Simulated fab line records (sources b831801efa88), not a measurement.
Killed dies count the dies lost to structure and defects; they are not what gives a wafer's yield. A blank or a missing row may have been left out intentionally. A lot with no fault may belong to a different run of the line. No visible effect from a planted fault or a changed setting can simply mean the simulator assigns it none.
Which of the tools did it? -- flow gf180mcu -- Sampling: 14 lots, 42 wafers, 5 of 602 route steps

== WHAT THE GAUGES READ, wafer by wafer ==
GF_V2_THK_MEAS_03. Usual: V2_CVD_02_THK gives 853 nm (standard deviation 12).
lot,measured,on,V2_CVD_02_THK (nm),flag
L136,day 19 08:53,film metro-04,853 867 848,
L137,day 19 12:58,film metro-04,845 861 866,
L142,day 21 12:52,film metro-03,836 854 843,
L143,day 21 23:08,film metro-04,843 844 851,
L145,day 23 05:24,film metro-01,836 837 839,
L146,day 23 01:12,film metro-04,845 838 861,
L148,day 23 19:37,film metro-04,846 831 844,
L150,day 24 09:09,film metro-04,848 851 856,
L152,day 25 01:55,film metro-03,852 850 858,
L154,day 25 16:08,film metro-03,836 868 857,
L155,day 25 22:16,film metro-04,851 858 871,
L157,day 26 08:50,film metro-04,853 870 881,
L158,day 26 15:52,film metro-04,869 870 852,
L159,day 27 02:34,film metro-04,851 861 873,

== TOOL THAT RAN EACH LOT (tool first, then ch and the chambers of the sampled wafers, then the start) ==
lot,GF_MVPSD_COAT_02,GF_MVPSD_STRIP_10,GF_V1_STRIP_18,GF_M2_METAL_ETCH_16
L136,"litho track-01 ch 0, day 4 16:57","plasma asher-04 ch 0,1, day 5 00:38","plasma asher-03 ch 0,1, day 18 05:41","rie metal-01 ch 0,1, day 19 08:02"
L137,"litho track-02 ch 0, day 4 21:02","plasma asher-04 ch 0,1, day 5 04:22","plasma asher-02 ch 0,1, day 18 09:47","rie metal-04 ch 0,1, day 19 12:07"
L142,"litho track-01 ch 0, day 6 07:37","plasma asher-03 ch 0,1, day 6 15:50","plasma asher-03 ch 0,1, day 20 10:07","rie metal-04 ch 0,1, day 21 12:02"
L143,"litho track-02 ch 0, day 6 10:18","plasma asher-03 ch 0,1, day 6 19:05","plasma asher-03 ch 0,1, day 20 20:50","rie metal-03 ch 0,1, day 21 22:16"
L145,"litho track-04 ch 0, day 7 00:08","plasma asher-01 ch 0,1, day 7 13:01","plasma asher-04 ch 0,1, day 22 03:20","rie metal-04 ch 0,1, day 23 04:33"
L146,"litho track-04 ch 0, day 7 04:23","plasma asher-03 ch 0,1, day 7 13:22","plasma asher-03 ch 0,1, day 22 00:36","rie metal-04 ch 0,1, day 23 00:21"
L148,"litho track-02 ch 0, day 7 19:03","plasma asher-01 ch 1, day 8 04:07","plasma asher-04 ch 0,1, day 22 18:04","rie metal-04 ch 0, day 23 18:35"
L150,"litho track-01 ch 0, day 8 04:25","plasma asher-01 ch 0,1, day 8 13:28","plasma asher-03 ch 0,1, day 23 08:11","rie metal-03 ch 0,1, day 24 08:18"
L152,"litho track-01 ch 0, day 8 16:04","plasma asher-01 ch 0,1, day 9 00:55","plasma asher-02 ch 1, day 24 01:17","rie metal-03 ch 0,1, day 25 01:03"
L154,"litho track-02 ch 0, day 9 04:45","plasma asher-01 ch 0,1, day 9 13:41","plasma asher-03 ch 0,1, day 24 16:13","rie metal-03 ch 0,1, day 25 15:18"
L155,"litho track-01 ch 0, day 9 12:19","plasma asher-03 ch 0,1, day 9 21:05","plasma asher-02 ch 0,1, day 24 23:27","rie metal-04 ch 0, day 25 21:25"
L157,"litho track-02 ch 0, day 9 18:51","plasma asher-04 ch 0,1, day 10 04:08","plasma asher-04 ch 0,1, day 25 09:10","rie metal-04 ch 0,1, day 26 08:00"
L158,"litho track-02 ch 0, day 10 00:20","plasma asher-01 ch 1, day 10 09:43","plasma asher-03 ch 0, day 25 16:56","rie metal-01 ch 0,1, day 26 15:01"
L159,"litho track-02 ch 0, day 10 07:35","plasma asher-04 ch 1, day 10 17:17","plasma asher-03 ch 0,1, day 26 03:30","rie metal-03 ch 0,1, day 27 01:34"
- GF_MVPSD_COAT_02: resist thk 3000 nm.
- GF_MVPSD_STRIP_10: strips in O2/N2.
- GF_V1_STRIP_18: strips in O2/N2.
- GF_M2_METAL_ETCH_16: etches the open film in Cl2/BCl3, stops on SiO2, target depth 627.5 nm, time 104.6 s.

== AS READ BY THE TOOLS THEMSELVES (means over the sampled wafers that have a number; for cases with no such wafer, the mark the record gives instead) ==
GF_MVPSD_STRIP_10. Usual: drypump motor current A 5.8 A, standard deviation 0.59; heater power w 316 W, standard deviation 28; oes product au 0.722 a.u., standard deviation 0.0042; strip time to endpoint s 37.00 s, standard deviation 0.12.
lot,tool,drypump motor current A (A),heater power w (W),oes product au (a.u.),strip time to endpoint s (s),flag
L136,plasma asher-04,5.9,326,0.719,36.94,
L137,plasma asher-04,5.9,328,0.721,37.01,
L142,plasma asher-03,5.9,325,0.722,37.13,
L143,plasma asher-03,5.4,344,0.723,37.04,
L145,plasma asher-01,5.8,311,0.714,18.92,OFF
L146,plasma asher-03,5.4,351,0.719,18.89,OFF
L148,plasma asher-01,6.3,281,0.723,36.96,
L150,plasma asher-01,5.8,308,0.723,36.97,
L152,plasma asher-01,5.8,305,0.723,37.22,
L154,plasma asher-01,6.0,292,0.718,36.89,
L155,plasma asher-03,5.9,328,0.720,37.05,
L157,plasma asher-04,5.9,328,0.722,37.08,
L158,plasma asher-01,6.3,280,0.723,37.15,
L159,plasma asher-04,6.2,343,0.719,36.87,

GF_V1_STRIP_18. Usual: drypump motor current A 5.7 A, standard deviation 0.68; heater power w 336 W, standard deviation 23; oes product au 0.592 a.u., standard deviation 0.0051.
lot,tool,drypump motor current A (A),heater power w (W),oes product au (a.u.),flag
L136,plasma asher-03,5.4,348,0.592,
L137,plasma asher-02,6.1,336,0.598,
L142,plasma asher-03,5.9,326,0.591,
L143,plasma asher-03,5.9,328,0.593,
L145,plasma asher-04,5.9,336,0.600,
L146,plasma asher-03,5.9,327,0.593,
L148,plasma asher-04,5.5,323,0.590,
L150,plasma asher-03,5.4,347,0.589,
L152,plasma asher-02,6.0,347,0.587,
L154,plasma asher-03,5.9,329,0.592,
L155,plasma asher-02,6.0,343,0.593,
L157,plasma asher-04,5.5,325,0.593,
L158,plasma asher-03,4.8,367,0.587,
L159,plasma asher-03,5.3,343,0.586,

GF_M2_METAL_ETCH_16. Usual: drypump motor current A 5.3 A, standard deviation 0.4; oes product au 0.967 a.u., standard deviation 0.0071; throttle valve pct 28.256 %, standard deviation 0.011.
lot,tool,drypump motor current A (A),oes product au (a.u.),throttle valve pct (%),flag
L136,rie metal-01,5.4,0.974,28.251,
L137,rie metal-04,5.0,0.969,28.253,
L142,rie metal-04,5.1,0.973,28.253,
L143,rie metal-03,5.8,0.966,28.253,
L145,rie metal-04,5.0,0.969,28.249,
L146,rie metal-04,5.0,0.971,28.254,
L148,rie metal-04,5.0,0.969,28.257,
L150,rie metal-03,5.7,0.965,28.257,
L152,rie metal-03,5.7,0.967,28.251,
L154,rie metal-03,5.7,0.965,28.266,
L155,rie metal-04,5.0,0.968,28.258,
L157,rie metal-04,5.1,0.958,28.277,
L158,rie metal-01,5.1,0.965,28.259,
L159,rie metal-03,5.8,0.956,28.266,

== THE ANSWER, worked out from the rows above alone ==
Rule: lot off if the mean of its wafers having a number is beyond 3 standard deviations from the usual mean. A lot without any number at a reading at which 4 lots or more have one is off too. The other lots that the step has rows for count as sound. First the gauges in route order, then the tools' own readings, where a lot's mean is used as printed above. At the first step where some lot is off, the reading lying furthest off is the one used; lots without a number count as furthest.
Off: L145, L146 (GF_MVPSD_STRIP_10, strip time to endpoint s).
If a tool, at that step or one of the process steps before it, ran each lot that is off and ran no sound lot following the first of them, it fits. One candidate fits, namely litho track-04 at GF_MVPSD_COAT_02. It ran no sound lot before its first lot that is off in this sample, so the start can't be narrowed down.

== WHAT THE SIMULATOR PUT IN ==
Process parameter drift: litho track-04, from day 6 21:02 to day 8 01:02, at GF_MVPSD_COAT_02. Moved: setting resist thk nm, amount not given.
Lots struck among those shown: L146, L145. The rule given above showed the same thing.
